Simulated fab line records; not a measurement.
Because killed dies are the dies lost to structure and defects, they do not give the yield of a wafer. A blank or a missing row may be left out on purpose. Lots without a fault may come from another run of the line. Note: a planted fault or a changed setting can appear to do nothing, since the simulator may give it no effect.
Matching of chambers + flow gf180mcu + GF_V1_ETCH_16 on rieDiel-02 has 4 sister chambers
The step etches BARC in N2/H2. 8 wafers are shown with their chamber, then 9 later ones without.

## WAFERS PAIRED WITH THEIR CHAMBERS
| wafer  | chamber | drypumpMotorCurrentA (A) | throttleValvePct (%) |
|--------|---------|--------------------------|----------------------|
| L079.6 | 1       | 5.6                      | 13.234               |
| L083.2 | 1       | 5.6                      | 13.208               |
| L087.1 | 0       | 5.7                      | 13.225               |
| L087.4 | 2       | 5.9                      | 13.229               |
| L087.5 | 3       | 5.2                      | 13.231               |
| L089.1 | 0       | 5.7                      | 13.238               |
| L089.2 | 2       | 5.8                      | 13.225               |
| L089.3 | 3       | 5.2                      | 13.218               |

## WAFERS WHOSE CHAMBER IS MISSING
| wafer  | drypumpMotorCurrentA (A) | throttleValvePct (%) |
|--------|--------------------------|----------------------|
| L090.1 | 5.8                      | 13.226               |
| L090.4 | 5.6                      | 13.215               |
| L090.5 | 5.9                      | 13.227               |
| L094.1 | 5.6                      | 13.227               |
| L094.2 | 5.7                      | 13.250               |
| L094.3 | 5.2                      | 13.228               |
| L095.1 | 5.5                      | 13.203               |
| L095.3 | 5.2                      | 13.221               |
| L095.5 | 5.7                      | 13.227               |

## THE CHAMBER EACH PASSED THROUGH
| wafer  | from the rows above     | in truth |
|--------|-------------------------|----------|
| L090.1 | can't be placed: 2 or 0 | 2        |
| L090.4 | 1                       | 1        |
| L090.5 | 2                       | 2        |
| L094.1 | 1                       | 1        |
| L094.2 | 0                       | 0        |
| L094.3 | 3                       | 3        |
| L095.1 | 1                       | 1        |
| L095.3 | 3                       | 3        |
| L095.5 | 0                       | 0        |
Correct placement for 8 of the 9. Not placeable from these rows: 1 (in 1, the candidates include the true chamber). Wrongly placed: 0.
How it was worked out, from the rows above alone: a wafer's distance from a chamber is the root of the sum, over the readings, of the square of ((its reading less the chamber's mean) divided by the reading's scatter). The wafer belongs to the nearest chamber; if the next one is less than 2 further off, it can't be placed. For every chamber, the mean is computed from those of its wafers that are shown. The scatter: the root of (the sum of the squares of (reading less its chamber's mean) over the shown wafers, divided by (wafers less chambers)).
